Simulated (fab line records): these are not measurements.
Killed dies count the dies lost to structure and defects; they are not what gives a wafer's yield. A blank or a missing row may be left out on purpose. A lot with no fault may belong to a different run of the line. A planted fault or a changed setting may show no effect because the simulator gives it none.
A sampling plan put to the test || flow gf180mcu || each of the 51 faults these records tell of, on one fab line, judged from the records of the lots it struck
Plan = the line's own looks (route steps where a gauge or an inspection reads the wafer without altering it). A look is open to judgement when struck wafers have a number at it and the file gives its usual mean and standard deviation on fault-free wafers. Caught: the struck wafers' mean, at a look after the fault's first step, is 4 or more of those standard deviations (sigma) away from the usual mean. On the tool: the test repeated on the tool's own readings taken at the fault's steps. If the struck wafers alone have a blank record, or they carry another recipe, that too counts as caught.

## THE FAULTS, as the simulator had put them in
1. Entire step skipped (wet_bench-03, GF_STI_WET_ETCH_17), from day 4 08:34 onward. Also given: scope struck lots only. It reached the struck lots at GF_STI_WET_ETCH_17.
2. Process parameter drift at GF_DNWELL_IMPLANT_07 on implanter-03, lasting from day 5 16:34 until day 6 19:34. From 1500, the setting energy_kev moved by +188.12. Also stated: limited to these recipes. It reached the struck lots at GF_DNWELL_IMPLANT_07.
3. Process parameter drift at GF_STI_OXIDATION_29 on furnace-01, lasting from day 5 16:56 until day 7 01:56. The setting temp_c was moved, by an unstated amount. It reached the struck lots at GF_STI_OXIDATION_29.
4. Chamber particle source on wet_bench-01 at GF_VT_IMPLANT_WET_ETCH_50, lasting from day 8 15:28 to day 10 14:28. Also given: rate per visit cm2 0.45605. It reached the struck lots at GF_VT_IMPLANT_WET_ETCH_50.
5. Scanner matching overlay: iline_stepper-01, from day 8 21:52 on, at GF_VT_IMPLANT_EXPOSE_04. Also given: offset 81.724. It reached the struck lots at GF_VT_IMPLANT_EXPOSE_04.
6. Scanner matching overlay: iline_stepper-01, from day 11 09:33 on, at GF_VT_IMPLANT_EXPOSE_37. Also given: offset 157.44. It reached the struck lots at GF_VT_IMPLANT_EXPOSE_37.
7. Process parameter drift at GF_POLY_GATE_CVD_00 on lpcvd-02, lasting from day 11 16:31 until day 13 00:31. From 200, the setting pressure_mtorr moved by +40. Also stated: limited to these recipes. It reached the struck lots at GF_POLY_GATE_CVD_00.
8. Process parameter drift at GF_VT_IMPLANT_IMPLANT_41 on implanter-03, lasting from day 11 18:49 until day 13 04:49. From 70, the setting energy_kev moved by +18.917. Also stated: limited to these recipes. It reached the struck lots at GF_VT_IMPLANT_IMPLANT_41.
9. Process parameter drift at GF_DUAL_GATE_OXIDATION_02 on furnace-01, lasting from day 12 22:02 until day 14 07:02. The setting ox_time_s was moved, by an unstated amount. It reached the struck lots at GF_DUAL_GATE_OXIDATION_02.
10. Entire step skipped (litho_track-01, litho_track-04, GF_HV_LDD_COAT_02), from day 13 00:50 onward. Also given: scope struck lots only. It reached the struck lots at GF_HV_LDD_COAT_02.
11. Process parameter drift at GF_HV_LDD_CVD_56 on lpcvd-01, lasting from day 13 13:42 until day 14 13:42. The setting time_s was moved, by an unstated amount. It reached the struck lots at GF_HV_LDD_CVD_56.
12. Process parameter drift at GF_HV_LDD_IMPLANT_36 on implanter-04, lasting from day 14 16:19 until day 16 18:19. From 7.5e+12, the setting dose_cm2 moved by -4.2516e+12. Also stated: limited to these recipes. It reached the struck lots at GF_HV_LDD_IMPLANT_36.
13. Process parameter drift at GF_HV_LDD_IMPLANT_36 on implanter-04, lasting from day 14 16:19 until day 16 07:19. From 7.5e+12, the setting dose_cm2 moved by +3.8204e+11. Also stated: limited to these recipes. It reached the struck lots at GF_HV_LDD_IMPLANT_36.
14. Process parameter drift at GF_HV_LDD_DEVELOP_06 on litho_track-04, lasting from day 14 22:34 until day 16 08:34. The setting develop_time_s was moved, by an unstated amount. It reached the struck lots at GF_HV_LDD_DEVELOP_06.
15. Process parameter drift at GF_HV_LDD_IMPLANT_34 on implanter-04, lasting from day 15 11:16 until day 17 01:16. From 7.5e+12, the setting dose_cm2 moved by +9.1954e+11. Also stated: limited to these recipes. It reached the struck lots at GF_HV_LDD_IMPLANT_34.
16. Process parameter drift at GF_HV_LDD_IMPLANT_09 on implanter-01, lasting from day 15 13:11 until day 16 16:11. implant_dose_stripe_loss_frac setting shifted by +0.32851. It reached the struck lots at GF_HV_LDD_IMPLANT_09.
17. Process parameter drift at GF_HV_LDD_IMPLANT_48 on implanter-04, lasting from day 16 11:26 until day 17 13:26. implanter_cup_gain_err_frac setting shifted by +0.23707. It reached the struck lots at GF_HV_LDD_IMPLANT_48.
18. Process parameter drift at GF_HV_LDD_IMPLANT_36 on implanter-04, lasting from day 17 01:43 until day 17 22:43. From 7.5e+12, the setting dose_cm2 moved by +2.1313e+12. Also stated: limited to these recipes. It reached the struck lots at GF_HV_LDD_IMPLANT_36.
19. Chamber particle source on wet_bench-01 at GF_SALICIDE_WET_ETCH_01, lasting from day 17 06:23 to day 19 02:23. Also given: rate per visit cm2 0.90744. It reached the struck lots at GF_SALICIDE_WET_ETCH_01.
20. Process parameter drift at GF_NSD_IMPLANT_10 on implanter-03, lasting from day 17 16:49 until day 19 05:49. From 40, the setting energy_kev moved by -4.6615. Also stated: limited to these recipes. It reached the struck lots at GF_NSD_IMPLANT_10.
21. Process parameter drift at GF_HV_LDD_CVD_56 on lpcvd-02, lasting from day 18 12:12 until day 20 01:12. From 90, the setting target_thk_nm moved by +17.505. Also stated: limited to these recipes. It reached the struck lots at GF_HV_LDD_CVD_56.
22. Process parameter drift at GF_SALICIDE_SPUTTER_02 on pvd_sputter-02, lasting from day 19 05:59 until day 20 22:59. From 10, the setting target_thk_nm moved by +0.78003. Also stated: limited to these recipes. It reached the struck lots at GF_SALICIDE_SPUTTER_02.
23. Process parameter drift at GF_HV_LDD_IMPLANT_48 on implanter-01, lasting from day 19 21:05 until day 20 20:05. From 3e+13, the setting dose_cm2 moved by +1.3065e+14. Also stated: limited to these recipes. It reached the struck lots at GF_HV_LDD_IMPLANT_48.
24. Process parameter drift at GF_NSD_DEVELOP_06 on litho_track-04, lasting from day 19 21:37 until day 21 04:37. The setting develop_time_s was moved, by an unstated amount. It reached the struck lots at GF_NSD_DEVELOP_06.
25. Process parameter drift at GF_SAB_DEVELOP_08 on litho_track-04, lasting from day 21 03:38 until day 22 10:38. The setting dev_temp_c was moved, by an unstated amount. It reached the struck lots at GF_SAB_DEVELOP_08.
26. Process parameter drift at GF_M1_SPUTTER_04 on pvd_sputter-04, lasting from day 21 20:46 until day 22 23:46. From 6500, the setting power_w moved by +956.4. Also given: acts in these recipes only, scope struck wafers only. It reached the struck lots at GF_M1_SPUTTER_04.
27. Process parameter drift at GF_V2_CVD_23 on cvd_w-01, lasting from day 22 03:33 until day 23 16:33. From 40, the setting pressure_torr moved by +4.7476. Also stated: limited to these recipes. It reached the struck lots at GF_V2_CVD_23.
28. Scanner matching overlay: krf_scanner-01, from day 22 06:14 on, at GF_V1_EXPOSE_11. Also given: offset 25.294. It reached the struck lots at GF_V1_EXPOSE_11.
29. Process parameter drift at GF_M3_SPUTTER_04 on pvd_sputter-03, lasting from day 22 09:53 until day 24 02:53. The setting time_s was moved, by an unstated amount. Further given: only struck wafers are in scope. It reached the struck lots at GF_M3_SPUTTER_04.
30. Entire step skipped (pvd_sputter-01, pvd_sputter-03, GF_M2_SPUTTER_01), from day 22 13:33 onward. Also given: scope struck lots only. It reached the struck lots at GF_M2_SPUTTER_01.
31. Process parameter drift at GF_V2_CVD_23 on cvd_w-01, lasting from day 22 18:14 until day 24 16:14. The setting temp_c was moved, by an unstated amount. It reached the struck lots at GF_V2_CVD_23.
32. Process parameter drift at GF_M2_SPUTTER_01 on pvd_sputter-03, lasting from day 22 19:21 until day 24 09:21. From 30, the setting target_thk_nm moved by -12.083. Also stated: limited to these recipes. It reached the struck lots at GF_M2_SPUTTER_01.
33. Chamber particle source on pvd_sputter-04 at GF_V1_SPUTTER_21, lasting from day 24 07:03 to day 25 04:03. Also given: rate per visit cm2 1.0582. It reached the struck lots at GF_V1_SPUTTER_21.
34. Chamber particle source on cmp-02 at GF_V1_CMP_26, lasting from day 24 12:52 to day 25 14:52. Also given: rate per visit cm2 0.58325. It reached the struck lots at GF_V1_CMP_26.
35. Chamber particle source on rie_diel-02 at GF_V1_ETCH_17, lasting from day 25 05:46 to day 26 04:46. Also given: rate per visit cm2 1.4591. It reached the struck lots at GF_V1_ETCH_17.
36. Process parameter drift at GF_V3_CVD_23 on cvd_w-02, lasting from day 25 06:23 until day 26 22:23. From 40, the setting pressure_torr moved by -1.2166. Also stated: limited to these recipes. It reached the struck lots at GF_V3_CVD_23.
37. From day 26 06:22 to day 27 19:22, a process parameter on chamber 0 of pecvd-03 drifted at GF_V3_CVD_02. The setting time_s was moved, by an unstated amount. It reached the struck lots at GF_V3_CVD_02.
38. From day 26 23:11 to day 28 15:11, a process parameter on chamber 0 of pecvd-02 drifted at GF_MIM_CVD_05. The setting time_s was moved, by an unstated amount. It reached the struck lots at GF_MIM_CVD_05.
39. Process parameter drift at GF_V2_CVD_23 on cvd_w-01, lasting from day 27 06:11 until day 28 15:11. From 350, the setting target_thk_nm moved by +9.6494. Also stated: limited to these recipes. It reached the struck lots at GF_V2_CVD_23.
40. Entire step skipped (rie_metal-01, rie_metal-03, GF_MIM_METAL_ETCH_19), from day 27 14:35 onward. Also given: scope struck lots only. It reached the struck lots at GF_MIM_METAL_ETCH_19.
41. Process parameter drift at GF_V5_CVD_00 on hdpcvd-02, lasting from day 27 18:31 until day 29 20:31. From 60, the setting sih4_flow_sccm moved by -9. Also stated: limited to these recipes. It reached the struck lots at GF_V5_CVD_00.
42. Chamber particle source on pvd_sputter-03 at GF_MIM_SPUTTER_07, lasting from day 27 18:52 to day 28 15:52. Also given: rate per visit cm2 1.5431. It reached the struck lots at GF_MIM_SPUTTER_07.
43. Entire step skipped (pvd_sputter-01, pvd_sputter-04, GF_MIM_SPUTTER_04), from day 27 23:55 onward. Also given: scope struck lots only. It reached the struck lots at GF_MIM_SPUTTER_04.
44. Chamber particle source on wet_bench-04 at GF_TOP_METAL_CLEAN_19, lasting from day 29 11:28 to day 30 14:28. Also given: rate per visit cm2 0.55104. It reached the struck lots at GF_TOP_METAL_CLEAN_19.
45. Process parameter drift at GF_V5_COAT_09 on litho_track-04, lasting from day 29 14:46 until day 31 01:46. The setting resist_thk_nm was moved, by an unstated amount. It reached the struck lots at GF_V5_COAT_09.
46. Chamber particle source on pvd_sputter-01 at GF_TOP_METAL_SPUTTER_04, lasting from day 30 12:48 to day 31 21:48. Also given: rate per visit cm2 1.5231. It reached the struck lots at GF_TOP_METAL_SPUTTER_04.
47. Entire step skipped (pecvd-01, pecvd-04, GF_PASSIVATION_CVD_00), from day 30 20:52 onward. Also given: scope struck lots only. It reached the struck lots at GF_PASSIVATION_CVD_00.
48. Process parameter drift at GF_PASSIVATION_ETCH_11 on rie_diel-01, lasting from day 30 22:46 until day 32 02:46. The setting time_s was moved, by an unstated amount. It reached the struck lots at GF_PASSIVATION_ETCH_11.
49. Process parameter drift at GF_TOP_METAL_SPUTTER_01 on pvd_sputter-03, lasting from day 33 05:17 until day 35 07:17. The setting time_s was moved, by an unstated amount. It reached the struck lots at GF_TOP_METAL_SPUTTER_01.
50. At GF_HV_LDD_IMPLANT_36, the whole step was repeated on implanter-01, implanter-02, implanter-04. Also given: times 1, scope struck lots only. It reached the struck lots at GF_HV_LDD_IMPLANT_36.
51. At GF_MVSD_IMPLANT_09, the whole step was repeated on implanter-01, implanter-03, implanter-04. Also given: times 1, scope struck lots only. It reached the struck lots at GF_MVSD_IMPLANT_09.

## WHAT THE PLAN SAW
{"fault": 1, "on the tool itself": "the tool's record is blank for the struck wafers", "first look that catches it": "no look after it can be judged", "reading, sigma": "-", "median hours from its first step to that look": "-", "hours from the fault's start to the first struck lot there": "-", "judged looks passed uncaught": 0}
{"fault": 2, "on the tool itself": "beam_energy_keV +99 or beyond sigma", "first look that catches it": "no look after it can be judged", "reading, sigma": "-", "median hours from its first step to that look": "-", "hours from the fault's start to the first struck lot there": "-", "judged looks passed uncaught": 0}
{"fault": 3, "on the tool itself": "tube_center_temp_C -99 or beyond sigma", "first look that catches it": "GF_STI_THK_MEAS_30", "reading, sigma": "STI_OXIDATION_02_THK -11", "median hours from its first step to that look": 1.4, "hours from the fault's start to the first struck lot there": 4, "judged looks passed uncaught": 0}
{"fault": 4, "on the tool itself": "under 2 sigma", "first look that catches it": "not the one look that can be judged after it", "reading, sigma": "-", "median hours from its first step to that look": "-", "hours from the fault's start to the first struck lot there": "-", "judged looks passed uncaught": 1}
{"fault": 5, "on the tool itself": "under 2 sigma", "first look that catches it": "GF_VT_IMPLANT_OVL_MEAS_07", "reading, sigma": "VT_IMPLANT_OVL +55", "median hours from its first step to that look": 8.3, "hours from the fault's start to the first struck lot there": 24, "judged looks passed uncaught": 0}
{"fault": 6, "on the tool itself": "no reading that can be judged", "first look that catches it": "GF_VT_IMPLANT_OVL_MEAS_40", "reading, sigma": "VT_IMPLANT_03_OVL +99 or beyond", "median hours from its first step to that look": 10.1, "hours from the fault's start to the first struck lot there": 13, "judged looks passed uncaught": 0}
{"fault": 7, "on the tool itself": "pressure_mtorr +99 or beyond sigma", "first look that catches it": "GF_POLY_GATE_THK_MEAS_01", "reading, sigma": "POLY_GATE_CVD_00_THK +13", "median hours from its first step to that look": 1.3, "hours from the fault's start to the first struck lot there": 3, "judged looks passed uncaught": 0}
{"fault": 8, "on the tool itself": "beam_energy_keV +99 or beyond sigma", "first look that catches it": "GF_VT_IMPLANT_TW_MEAS_43", "reading, sigma": "VT_IMPLANT_4_TW +13", "median hours from its first step to that look": 0.2, "hours from the fault's start to the first struck lot there": 4, "judged looks passed uncaught": 0}
{"fault": 9, "on the tool itself": "under 2 sigma", "first look that catches it": "GF_DUAL_GATE_THK_MEAS_03", "reading, sigma": "DUAL_GATE_OXIDATION_00_THK +29", "median hours from its first step to that look": 1.4, "hours from the fault's start to the first struck lot there": 4, "judged looks passed uncaught": 0}
{"fault": 10, "on the tool itself": "the tool's record is blank for the struck wafers", "first look that catches it": "GF_HV_LDD_TW_MEAS_23", "reading, sigma": "HV_LDD_2_TW +99 or beyond", "median hours from its first step to that look": 32.0, "hours from the fault's start to the first struck lot there": 33, "judged looks passed uncaught": 0}
{"fault": 11, "on the tool itself": "under 2 sigma", "first look that catches it": "GF_HV_LDD_THK_MEAS_57", "reading, sigma": "HV_LDD_CVD_56_THK -26", "median hours from its first step to that look": 1.4, "hours from the fault's start to the first struck lot there": 3, "judged looks passed uncaught": 0}
{"fault": 12, "on the tool itself": "dose_ions_cm2 -99 or beyond sigma", "first look that catches it": "GF_HV_LDD_TW_MEAS_38", "reading, sigma": "HV_LDD_3_TW -8.7", "median hours from its first step to that look": 0.2, "hours from the fault's start to the first struck lot there": 12, "judged looks passed uncaught": 0}
{"fault": 13, "on the tool itself": "dose_ions_cm2 +42 sigma", "first look that catches it": "no look after it can be judged", "reading, sigma": "-", "median hours from its first step to that look": "-", "hours from the fault's start to the first struck lot there": "-", "judged looks passed uncaught": 0}
{"fault": 14, "on the tool itself": "no reading that can be judged", "first look that catches it": "GF_HV_LDD_CD_MEAS_07", "reading, sigma": "cd_nm -10", "median hours from its first step to that look": 0.1, "hours from the fault's start to the first struck lot there": 12, "judged looks passed uncaught": 0}
{"fault": 15, "on the tool itself": "dose_ions_cm2 +99 or beyond sigma", "first look that catches it": "none of the 5 looks that can be judged after it", "reading, sigma": "strongest: HV_LDD_RS at GF_HV_LDD_RS_MEAS_53, -3.0", "median hours from its first step to that look": "-", "hours from the fault's start to the first struck lot there": "-", "judged looks passed uncaught": 5}
{"fault": 16, "on the tool itself": "no reading that can be judged", "first look that catches it": "GF_HV_LDD_RS_MEAS_53", "reading, sigma": "HV_LDD_RS +6.9", "median hours from its first step to that look": 70.9, "hours from the fault's start to the first struck lot there": 73, "judged looks passed uncaught": 0}
{"fault": 17, "on the tool itself": "faraday_current_uA +11 sigma", "first look that catches it": "GF_HV_LDD_TW_MEAS_50", "reading, sigma": "HV_LDD_4_TW -11", "median hours from its first step to that look": 0.2, "hours from the fault's start to the first struck lot there": 7, "judged looks passed uncaught": 0}
{"fault": 18, "on the tool itself": "dose_ions_cm2 +99 or beyond sigma", "first look that catches it": "GF_HV_LDD_TW_MEAS_38", "reading, sigma": "HV_LDD_3_TW +4.7", "median hours from its first step to that look": 0.2, "hours from the fault's start to the first struck lot there": 6, "judged looks passed uncaught": 0}
{"fault": 19, "on the tool itself": "no reading that can be judged", "first look that catches it": "none of the 2 looks that can be judged after it", "reading, sigma": "-", "median hours from its first step to that look": "-", "hours from the fault's start to the first struck lot there": "-", "judged looks passed uncaught": 2}
{"fault": 20, "on the tool itself": "beam_energy_keV -99 or beyond sigma", "first look that catches it": "GF_PSD_RS_MEAS_14", "reading, sigma": "NSD_RS +7.0", "median hours from its first step to that look": 24.2, "hours from the fault's start to the first struck lot there": 27, "judged looks passed uncaught": 0}
{"fault": 21, "on the tool itself": "under 2 sigma", "first look that catches it": "GF_HV_LDD_THK_MEAS_57", "reading, sigma": "HV_LDD_CVD_56_THK +19", "median hours from its first step to that look": 1.4, "hours from the fault's start to the first struck lot there": 5, "judged looks passed uncaught": 0}
{"fault": 22, "on the tool itself": "under 2 sigma", "first look that catches it": "none of the 3 looks that can be judged after it", "reading, sigma": "strongest: SALICIDE_TIN_RS at GF_SALICIDE_RS_MEAS_04, -3.2", "median hours from its first step to that look": "-", "hours from the fault's start to the first struck lot there": "-", "judged looks passed uncaught": 3}
{"fault": 23, "on the tool itself": "dose_ions_cm2 +99 or beyond sigma", "first look that catches it": "GF_HV_LDD_TW_MEAS_50", "reading, sigma": "HV_LDD_4_TW +99 or beyond", "median hours from its first step to that look": 0.2, "hours from the fault's start to the first struck lot there": 2, "judged looks passed uncaught": 0}
{"fault": 24, "on the tool itself": "under 2 sigma", "first look that catches it": "GF_NSD_CD_MEAS_07", "reading, sigma": "cd_nm +11", "median hours from its first step to that look": 0.1, "hours from the fault's start to the first struck lot there": 5, "judged looks passed uncaught": 0}
{"fault": 25, "on the tool itself": "developer_temp_C -20 sigma", "first look that catches it": "none of the 2 looks that can be judged after it", "reading, sigma": "strongest: cd_nm at GF_SAB_CD_MEAS_09, -3.2", "median hours from its first step to that look": "-", "hours from the fault's start to the first struck lot there": "-", "judged looks passed uncaught": 2}
{"fault": 26, "on the tool itself": "cathode_dc_power_W +99 or beyond sigma", "first look that catches it": "none of the 7 looks that can be judged after it", "reading, sigma": "strongest: M1_ALCU_THK at GF_M1_THK_MEAS_06, -2.1", "median hours from its first step to that look": "-", "hours from the fault's start to the first struck lot there": "-", "judged looks passed uncaught": 7}
{"fault": 27, "on the tool itself": "chamber_pressure_Torr +56 sigma", "first look that catches it": "GF_V2_RS_MEAS_24", "reading, sigma": "V2_W_RS -4.7", "median hours from its first step to that look": 0.1, "hours from the fault's start to the first struck lot there": 10, "judged looks passed uncaught": 0}
{"fault": 28, "on the tool itself": "no reading that can be judged", "first look that catches it": "GF_V1_OVL_MEAS_15", "reading, sigma": "V1_OVL +6.0", "median hours from its first step to that look": 11.2, "hours from the fault's start to the first struck lot there": 17, "judged looks passed uncaught": 0}
{"fault": 29, "on the tool itself": "under 2 sigma", "first look that catches it": "none of the 7 looks that can be judged after it", "reading, sigma": "strongest: M3_ALCU_THK at GF_M3_THK_MEAS_06, +2.2", "median hours from its first step to that look": "-", "hours from the fault's start to the first struck lot there": "-", "judged looks passed uncaught": 7}
{"fault": 30, "on the tool itself": "the tool's record is blank for the struck wafers", "first look that catches it": "no look after it can be judged", "reading, sigma": "-", "median hours from its first step to that look": "-", "hours from the fault's start to the first struck lot there": "-", "judged looks passed uncaught": 0}
{"fault": 31, "on the tool itself": "susceptor_temp_C -62 sigma", "first look that catches it": "GF_V2_RS_MEAS_24", "reading, sigma": "V2_W_RS +24", "median hours from its first step to that look": 0.1, "hours from the fault's start to the first struck lot there": 5, "judged looks passed uncaught": 0}
{"fault": 32, "on the tool itself": "under 2 sigma", "first look that catches it": "no look after it can be judged", "reading, sigma": "-", "median hours from its first step to that look": "-", "hours from the fault's start to the first struck lot there": "-", "judged looks passed uncaught": 0}
{"fault": 33, "on the tool itself": "under 2 sigma", "first look that catches it": "not the one look that can be judged after it", "reading, sigma": "-", "median hours from its first step to that look": "-", "hours from the fault's start to the first struck lot there": "-", "judged looks passed uncaught": 1}
{"fault": 34, "on the tool itself": "under 2 sigma", "first look that catches it": "no look after it can be judged", "reading, sigma": "-", "median hours from its first step to that look": "-", "hours from the fault's start to the first struck lot there": "-", "judged looks passed uncaught": 0}
{"fault": 35, "on the tool itself": "under 2 sigma", "first look that catches it": "not the one look that can be judged after it", "reading, sigma": "-", "median hours from its first step to that look": "-", "hours from the fault's start to the first struck lot there": "-", "judged looks passed uncaught": 1}
{"fault": 36, "on the tool itself": "chamber_pressure_Torr -13 sigma", "first look that catches it": "not the one look that can be judged after it", "reading, sigma": "strongest: V3_W_RS at GF_V3_RS_MEAS_24, +2.0", "median hours from its first step to that look": "-", "hours from the fault's start to the first struck lot there": "-", "judged looks passed uncaught": 1}
{"fault": 37, "on the tool itself": "run_length_s -41 sigma", "first look that catches it": "GF_V3_THK_MEAS_03", "reading, sigma": "V3_CVD_02_THK -19", "median hours from its first step to that look": 0.2, "hours from the fault's start to the first struck lot there": 7, "judged looks passed uncaught": 0}
{"fault": 38, "on the tool itself": "run_length_s +6.2 sigma", "first look that catches it": "GF_MIM_THK_MEAS_06", "reading, sigma": "MIM_CVD_05_THK +7.4", "median hours from its first step to that look": 0.0, "hours from the fault's start to the first struck lot there": 9, "judged looks passed uncaught": 0}
{"fault": 39, "on the tool itself": "under 2 sigma", "first look that catches it": "none of the 2 looks that can be judged after it", "reading, sigma": "strongest: V2_W_RS at GF_V2_RS_MEAS_24, -2.6", "median hours from its first step to that look": "-", "hours from the fault's start to the first struck lot there": "-", "judged looks passed uncaught": 2}
{"fault": 40, "on the tool itself": "the tool's record is blank for the struck wafers", "first look that catches it": "no look after it can be judged", "reading, sigma": "-", "median hours from its first step to that look": "-", "hours from the fault's start to the first struck lot there": "-", "judged looks passed uncaught": 0}
{"fault": 41, "on the tool itself": "sih4_flow_sccm -47 sigma", "first look that catches it": "GF_V5_THK_MEAS_01", "reading, sigma": "V5_CVD_00_THK -11", "median hours from its first step to that look": 0.0, "hours from the fault's start to the first struck lot there": 5, "judged looks passed uncaught": 0}
{"fault": 42, "on the tool itself": "under 2 sigma", "first look that catches it": "not the one look that can be judged after it", "reading, sigma": "-", "median hours from its first step to that look": "-", "hours from the fault's start to the first struck lot there": "-", "judged looks passed uncaught": 1}
{"fault": 43, "on the tool itself": "the tool's record is blank for the struck wafers", "first look that catches it": "no look after it can be judged", "reading, sigma": "-", "median hours from its first step to that look": "-", "hours from the fault's start to the first struck lot there": "-", "judged looks passed uncaught": 0}
{"fault": 44, "on the tool itself": "no reading that can be judged", "first look that catches it": "none of the 3 looks that can be judged after it", "reading, sigma": "-", "median hours from its first step to that look": "-", "hours from the fault's start to the first struck lot there": "-", "judged looks passed uncaught": 3}
{"fault": 45, "on the tool itself": "under 2 sigma", "first look that catches it": "not the one look that can be judged after it", "reading, sigma": "-", "median hours from its first step to that look": "-", "hours from the fault's start to the first struck lot there": "-", "judged looks passed uncaught": 1}
{"fault": 46, "on the tool itself": "under 2 sigma", "first look that catches it": "no look after it can be judged", "reading, sigma": "-", "median hours from its first step to that look": "-", "hours from the fault's start to the first struck lot there": "-", "judged looks passed uncaught": 0}
{"fault": 47, "on the tool itself": "the tool's record is blank for the struck wafers", "first look that catches it": "none of the 2 looks that can be judged after it", "reading, sigma": "strongest: PASSIVATION_BOW at GF_PASSIVATION_BOW_MEAS_14, -2.9", "median hours from its first step to that look": "-", "hours from the fault's start to the first struck lot there": "-", "judged looks passed uncaught": 2}
{"fault": 48, "on the tool itself": "run_length_s +99 or beyond sigma", "first look that catches it": "no look after it can be judged", "reading, sigma": "-", "median hours from its first step to that look": "-", "hours from the fault's start to the first struck lot there": "-", "judged looks passed uncaught": 0}
{"fault": 49, "on the tool itself": "under 2 sigma", "first look that catches it": "no look after it can be judged", "reading, sigma": "-", "median hours from its first step to that look": "-", "hours from the fault's start to the first struck lot there": "-", "judged looks passed uncaught": 0}
{"fault": 50, "on the tool itself": "no reading that can be judged", "first look that catches it": "GF_HV_LDD_TW_MEAS_38", "reading, sigma": "HV_LDD_3_TW +13", "median hours from its first step to that look": 0.6, "hours from the fault's start to the first struck lot there": "-", "judged looks passed uncaught": 0}
{"fault": 51, "on the tool itself": "no reading that can be judged", "first look that catches it": "GF_MVSD_TW_MEAS_11", "reading, sigma": "MVSD_TW +6.4", "median hours from its first step to that look": 0.5, "hours from the fault's start to the first struck lot there": "-", "judged looks passed uncaught": 0}
A dash: the fault is not caught, or the number is missing from these records.

Caught at a look: 25 of 51. Caught on the tool: 26 of 51. By one or the other: 37 of 51.
On the tool alone, faults 1, 2, 13, 15, 25, 26, 30, 36, 40, 43, 47, 48 were caught.
Caught at a look alone: faults 5, 6, 9, 11, 14, 16, 21, 24, 28, 50, 51.
Caught by neither: faults 4, 19, 22, 29, 32, 33, 34, 35, 39, 42, 44, 45, 46, 49.

## THINNER SAMPLING
Were the look that catches a fault to measure just every second or every third lot (counted by lot number), the first struck lot would, at worst, be measured this late:
{"fault": 3, "struck lots at that look, in order of time": "L227, L229", "every lot": "4 h", "every second lot": "may miss all 2", "every third lot": "may miss all 2"}
{"fault": 5, "struck lots at that look, in order of time": "L331, L332", "every lot": "24 h", "every second lot": "29 h", "every third lot": "may miss all 2"}
{"fault": 6, "struck lots at that look, in order of time": "L192, L198", "every lot": "13 h", "every second lot": "may miss all 2", "every third lot": "may miss all 2"}
{"fault": 7, "struck lots at that look, in order of time": "L114, L116", "every lot": "3 h", "every second lot": "may miss all 2", "every third lot": "may miss all 2"}
{"fault": 8, "struck lots at that look, in order of time": "L620, L623, L624", "every lot": "4 h", "every second lot": "24 h", "every third lot": "may miss all 3"}
{"fault": 9, "struck lots at that look, in order of time": "L735, L736, L737", "every lot": "4 h", "every second lot": "7 h", "every third lot": "23 h"}
{"fault": 10, "struck lots at that look, in order of time": "L240, L242, L243", "every lot": "33 h", "every second lot": "45 h", "every third lot": "may miss all 3"}
{"fault": 11, "struck lots at that look, in order of time": "L199, L200", "every lot": "3 h", "every second lot": "12 h", "every third lot": "may miss all 2"}
{"fault": 12, "struck lots at that look, in order of time": "L802, L804", "every lot": "12 h", "every second lot": "may miss all 2", "every third lot": "may miss all 2"}
{"fault": 14, "struck lots at that look, in order of time": "L151, L153", "every lot": "12 h", "every second lot": "may miss all 2", "every third lot": "may miss all 2"}
{"fault": 16, "struck lots at that look, in order of time": "L123, L125", "every lot": "73 h", "every second lot": "may miss all 2", "every third lot": "may miss all 2"}
{"fault": 17, "struck lots at that look, in order of time": "L470, L471", "every lot": "7 h", "every second lot": "18 h", "every third lot": "may miss all 2"}
{"fault": 18, "struck lots at that look, in order of time": "L648, L649", "every lot": "6 h", "every second lot": "13 h", "every third lot": "may miss all 2"}
{"fault": 20, "struck lots at that look, in order of time": "L989, L992", "every lot": "27 h", "every second lot": "61 h", "every third lot": "may miss all 2"}
{"fault": 21, "struck lots at that look, in order of time": "L595, L597", "every lot": "5 h", "every second lot": "may miss all 2", "every third lot": "may miss all 2"}
{"fault": 23, "struck lots at that look, in order of time": "L887, L888", "every lot": "2 h", "every second lot": "5 h", "every third lot": "may miss all 2"}
{"fault": 24, "struck lots at that look, in order of time": "L896, L899", "every lot": "5 h", "every second lot": "28 h", "every third lot": "may miss all 2"}
{"fault": 27, "struck lots at that look, in order of time": "L160, L161", "every lot": "10 h", "every second lot": "19 h", "every third lot": "may miss all 2"}
{"fault": 28, "struck lots at that look, in order of time": "L517, L518", "every lot": "17 h", "every second lot": "31 h", "every third lot": "may miss all 2"}
{"fault": 31, "struck lots at that look, in order of time": "L474, L476", "every lot": "5 h", "every second lot": "may miss all 2", "every third lot": "may miss all 2"}
{"fault": 37, "struck lots at that look, in order of time": "L305, L306, L308", "every lot": "7 h", "every second lot": "20 h", "every third lot": "may miss all 3"}
{"fault": 38, "struck lots at that look, in order of time": "L473, L476, L475", "every lot": "9 h", "every second lot": "31 h", "every third lot": "may miss all 3"}
{"fault": 41, "struck lots at that look, in order of time": "L923, L926, L927", "every lot": "5 h", "every second lot": "30 h", "every third lot": "may miss all 3"}
Hours count from the start of the fault until the first struck lot that is measured. 4 sigma limit: tested on the pooled struck wafers, so a lone lot may be under it. Other struck lots may not be in these records.

## THE LONGEST TIMED WAY FROM STEP TO LOOK
For fault 16, GF_HV_LDD_IMPLANT_09 and GF_HV_LDD_RS_MEAS_53 are separated by a median of 70.9 hours. No look between them can be judged.
